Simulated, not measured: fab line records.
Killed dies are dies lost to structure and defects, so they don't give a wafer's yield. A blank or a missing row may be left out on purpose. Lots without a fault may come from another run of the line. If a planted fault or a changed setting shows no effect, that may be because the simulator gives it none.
A struck lot beside a sound one / flow sky130 / 43 out of 708 route steps
Sound: wafers L900.3, L900.4, L900.6. Struck: wafers L906.4, L906.5, L906.6. The cause comes at the end.
Each step with rows lists, per side, the tool, then ch with its chambers, then its first start. Under that, the readings that differ: sound wafers / struck wafers / difference of the means / sigmas: that difference in standard deviations of wafers without a fault.
alike: a reading whose means differ by less than 2 such deviations, as well as words and numbers matching on both sides. not compared: withheld readings; readings where some wafer has no value; bounds like >300 that might hide an equal value; numbers whose values overlap and for which the record gives no deviation.
A row with sigmas, a row that says differs or no value, or rows on one side alone: a step with any of these is where the two part. Non-overlapping numbers with no deviation appear without sigmas and do not part them. A reading that every wafer of one side lacks parts them only if that side has two wafers or more.

first, 7 steps without rows for these wafers: SKY_LDD_N_DEHYDRATE_00 (time 60 s); SKY_LDD_N_HMDS_01 (prime time 60 s); SKY_LDD_N_COAT_02 (resist thk 300 nm); SKY_LDD_N_SOFTBAKE_03 (time 60 s); SKY_LDD_N_EXPOSE_04 (exposes mask NTM, target cd 840 nm); SKY_LDD_N_PEB_05; SKY_LDD_N_DEVELOP_06 (develop time 60 s).
SKY_LDD_N_OVL_MEAS_07:
  struck on overlay-02, day 23 17:46; sound on overlay-02, day 20 22:01
  alike: LDD_N_OVL
then, 4 steps without rows for these wafers: SKY_LDD_N_IMPLANT_08; SKY_LDD_N_IMPLANT_09; SKY_LDD_N_IMPLANT_10; SKY_LDD_N_IMPLANT_11.
SKY_LDD_N_IMPLANT_12:
  sound on implanter-04 ch 0, day 20 22:41; struck on implanter-02 ch 0, day 23 18:27
  alike: beamEnergyKeV, doseIonsCm2, tiltDeg
then, 3 steps without rows for these wafers: SKY_LDD_N_IMPLANT_13; SKY_LDD_N_IMPLANT_14; SKY_LDD_N_IMPLANT_15.
SKY_LDD_N_STRIP_16: strips in O2/N2.
  sound on plasmaAsher-01 ch 0,1, day 20 23:16; struck on plasmaAsher-04 ch 0,1, day 23 19:01
  alike: drypumpMotorCurrentA, oesProductAu, stripTimeToEndpointS
  not compared: rfHoursCounterH
SKY_LDD_N_TW_MEAS_17:
  struck on filmMetro-02, day 23 19:07; sound on filmMetro-02, day 20 23:22
  alike: LDD_N_TW
then, 7 steps without rows for these wafers: SKY_LDD_P_DEHYDRATE_00 (time 60 s); SKY_LDD_P_HMDS_01 (prime time 60 s); SKY_LDD_P_COAT_02 (resist thk 1140 nm); SKY_LDD_P_SOFTBAKE_03 (time 60 s); SKY_LDD_P_EXPOSE_04 (exposes mask PSDM, target cd 380 nm); SKY_LDD_P_PEB_05; SKY_LDD_P_DEVELOP_06 (develop time 60 s).
SKY_LDD_P_CD_MEAS_07: the cd target is 380 nm.
  struck on cdSem-01, day 25 01:07; sound on cdSem-02, day 22 05:23
  alike: cdNm
SKY_LDD_P_OVL_MEAS_08:
  struck on overlay-01, day 25 01:11; sound on overlay-01, day 22 05:29
  alike: LDD_P_OVL
then, 1 step without rows for these wafers: SKY_LDD_P_IMPLANT_09.
SKY_LDD_P_STRIP_10: strips in O2/N2.
  sound on plasmaAsher-03 ch 0,1, day 22 05:41; struck on plasmaAsher-02 ch 0,1, day 25 01:23
  alike: drypumpMotorCurrentA, oesProductAu, stripTimeToEndpointS
  not compared: rfHoursCounterH
SKY_LDD_P_TW_MEAS_11:
  struck on filmMetro-04, day 25 01:29; sound on filmMetro-04, day 22 05:47
  alike: LDD_P_TW
then, 7 steps without rows for these wafers: SKY_LDD_HVN_DEHYDRATE_00 (time 60 s); SKY_LDD_HVN_HMDS_01 (prime time 60 s); SKY_LDD_HVN_COAT_02 (resist thk 300 nm); SKY_LDD_HVN_SOFTBAKE_03 (time 60 s); SKY_LDD_HVN_EXPOSE_04 (exposes mask HVNTM, target cd 700 nm); SKY_LDD_HVN_PEB_05; SKY_LDD_HVN_DEVELOP_06 (develop time 60 s).
SKY_LDD_HVN_OVL_MEAS_07:
  struck on overlay-01, day 26 06:23; sound on overlay-01, day 23 11:13
  alike: LDD_HVN_OVL
then, 1 step without rows for these wafers: SKY_LDD_HVN_IMPLANT_08.
SKY_LDD_HVN_STRIP_09: strips in O2/N2.
  sound on plasmaAsher-02 ch 0,1, day 23 11:26; struck on plasmaAsher-04 ch 0,1, day 26 06:35
  alike: drypumpMotorCurrentA, oesProductAu, stripTimeToEndpointS
  not compared: rfHoursCounterH
SKY_LDD_HVN_TW_MEAS_10:
  struck on filmMetro-04, day 26 06:40; sound on filmMetro-02, day 23 11:31
  alike: LDD_HVN_TW
then, 1 step without rows for these wafers: SKY_LDD_HVP_DEHYDRATE_00 (time 60 s).
-- here the record skips 24 days between the struck wafers' starts before and after, leaving off in module LDD_HVP and picking up in module PAD_OPEN (first step shown: number 708 of the route) --
SKY_PAD_OPEN_PROBE_99:
  struck on prober-01, day 49 19:23; sound on prober-02, day 48 05:32
reading=model.etest.nfet_01v8.driveUaUmRange; sound=6.629 10.41 6.771; struck=16.79 20.93 16.23; difference=+10.05; sigmas=
reading=model.etest.nfet_01v8_lvt.vtSatV (V); sound=0.54 0.5429 0.5533; struck=0.4918 0.4827 0.4949; difference=-0.0556; sigmas=
reading=model.etest.nfet_01v8.vtSatV (V); sound=0.6515 0.6508 0.6599; struck=0.6116 0.6119 0.6184; difference=-0.0401; sigmas=
reading=model.etest.nfet_01v8_lvt.vtV (V); sound=0.614 0.6197 0.6211; struck=0.5945 0.5923 0.5932; difference=-0.0249; sigmas=
reading=model.etest.nfet_01v8.vtVRange; sound=0.007081 0.008821 0.01063; struck=0.02233 0.01819 0.02268; difference=+0.01222; sigmas=
  alike: killed_at_M0_to_M3, killed_at_M4_up, killedAtContacts, killedAtFrontEnd, killedAtOther, killedDies, killedOpen, killedShort
  not compared: model.etest.nfet_01v8.driveUaUmRimLessCentre, model.etest.nfet_01v8.vtVRimLessCentre

## WHERE THEY PART
Nowhere in this record.

WHY: the cause the simulator had injected
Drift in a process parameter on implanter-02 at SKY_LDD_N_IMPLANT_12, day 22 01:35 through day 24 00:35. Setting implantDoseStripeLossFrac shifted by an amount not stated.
